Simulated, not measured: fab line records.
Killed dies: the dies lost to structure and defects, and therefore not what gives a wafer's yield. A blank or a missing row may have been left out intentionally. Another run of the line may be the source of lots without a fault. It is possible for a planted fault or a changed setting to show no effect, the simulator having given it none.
What tool caused it? || flow sky130 || 36 wafers from 12 lots sampled at 3 of the route's 708 steps

== WHAT EACH GAUGE READ, for each wafer ==
SKY_LDD_P_CD_MEAS_07: the cd target is 380 nm.
{"lot": "L075", "measured": "day 19 18:34", "on": "cd sem-02", "cd nm (nm)": "378.3 377.1 379.3"}
{"lot": "L077", "measured": "day 20 09:43", "on": "cd sem-02", "cd nm (nm)": "378.9 377.9 377.8"}
{"lot": "L079", "measured": "day 20 19:12", "on": "cd sem-01", "cd nm (nm)": "382.1 380.7 383.0"}
{"lot": "L081", "measured": "day 21 13:01", "on": "cd sem-02", "cd nm (nm)": "379.6 379.9 379.4"}
{"lot": "L083", "measured": "day 22 10:47", "on": "cd sem-02", "cd nm (nm)": "383.8 384.8 383.1"}
{"lot": "L085", "measured": "day 23 01:40", "on": "cd sem-01", "cd nm (nm)": "379.6 378.6 381.9"}
{"lot": "L087", "measured": "day 24 05:16", "on": "cd sem-02", "cd nm (nm)": "382.0 380.9 381.4"}
{"lot": "L091", "measured": "day 25 00:58", "on": "cd sem-01", "cd nm (nm)": "381.5 382.3 382.0"}
{"lot": "L089", "measured": "day 25 02:57", "on": "cd sem-01", "cd nm (nm)": "377.2 378.5 382.0"}
{"lot": "L093", "measured": "day 26 13:58", "on": "cd sem-02", "cd nm (nm)": "378.4 380.0 377.0"}
{"lot": "L095", "measured": "day 26 15:17", "on": "cd sem-02", "cd nm (nm)": "379.1 378.9 377.3"}
{"lot": "L097", "measured": "day 27 00:30", "on": "cd sem-01", "cd nm (nm)": "379.6 377.3 379.1"}

== WHAT TOOL EACH LOT RAN ON (gives the tool, then ch and the chambers of the sampled wafers, and finally the start) ==
{"lot": "L075", "SKY_GATE_OXIDE_STRIP_13": "plasma asher-03 ch 0,1, day 14 06:27", "SKY_POLY_GATE_STRIP_18": "plasma asher-01 ch 0,1, day 17 00:46"}
{"lot": "L077", "SKY_GATE_OXIDE_STRIP_13": "plasma asher-04 ch 0,1, day 14 22:13", "SKY_POLY_GATE_STRIP_18": "plasma asher-02 ch 0,1, day 17 11:19"}
{"lot": "L079", "SKY_GATE_OXIDE_STRIP_13": "plasma asher-04 ch 0,1, day 15 09:30", "SKY_POLY_GATE_STRIP_18": "plasma asher-02 ch 0,1, day 17 23:03"}
{"lot": "L081", "SKY_GATE_OXIDE_STRIP_13": "plasma asher-03 ch 0,1, day 16 03:52", "SKY_POLY_GATE_STRIP_18": "plasma asher-03 ch 0, day 18 18:49"}
{"lot": "L083", "SKY_GATE_OXIDE_STRIP_13": "plasma asher-02 ch 0,1, day 16 19:27", "SKY_POLY_GATE_STRIP_18": "plasma asher-01 ch 0,1, day 19 18:55"}
{"lot": "L085", "SKY_GATE_OXIDE_STRIP_13": "plasma asher-04 ch 0,1, day 17 12:34", "SKY_POLY_GATE_STRIP_18": "plasma asher-02 ch 0,1, day 20 09:06"}
{"lot": "L087", "SKY_GATE_OXIDE_STRIP_13": "plasma asher-03 ch 0,1, day 18 16:58", "SKY_POLY_GATE_STRIP_18": "plasma asher-02 ch 0,1, day 21 13:46"}
{"lot": "L091", "SKY_GATE_OXIDE_STRIP_13": "plasma asher-03 ch 0,1, day 19 14:29", "SKY_POLY_GATE_STRIP_18": "plasma asher-03 ch 0,1, day 22 09:04"}
{"lot": "L089", "SKY_GATE_OXIDE_STRIP_13": "plasma asher-04 ch 0,1, day 19 15:05", "SKY_POLY_GATE_STRIP_18": "plasma asher-02 ch 0,1, day 22 11:54"}
{"lot": "L093", "SKY_GATE_OXIDE_STRIP_13": "plasma asher-03 ch 0,1, day 20 17:21", "SKY_POLY_GATE_STRIP_18": "plasma asher-02 ch 0,1, day 24 00:28"}
{"lot": "L095", "SKY_GATE_OXIDE_STRIP_13": "plasma asher-04 ch 0,1, day 21 05:05", "SKY_POLY_GATE_STRIP_18": "plasma asher-03 ch 0,1, day 24 00:52"}
{"lot": "L097", "SKY_GATE_OXIDE_STRIP_13": "plasma asher-04 ch 0,1, day 21 18:26", "SKY_POLY_GATE_STRIP_18": "plasma asher-03 ch 0,1, day 24 12:14"}
- SKY_GATE_OXIDE_STRIP_13: strips in O2/N2.
- SKY_POLY_GATE_STRIP_18: strips in O2/N2.

== THE ANSWER, worked out from the rows above alone ==
Rule: the lots themselves supply what counts as usual. The widest of any qualifying gaps counts: lots, ordered by their means at a reading, are off when they make up no more than a third of the lots, leave a main group of 4 or more, and stand apart from it by 3 or more times the standard deviation of that group's means. A main group is skipped when, at the precision printed for the reading in the tables above, its means are all equal. Also off: a lot with no number at a reading for which 4 or more lots have one. Any other lot the step has rows for is counted as sound.
Nothing can be told from this: no lot is off at any reading shown.

== WHAT THE SIMULATOR HAD INSERTED ==
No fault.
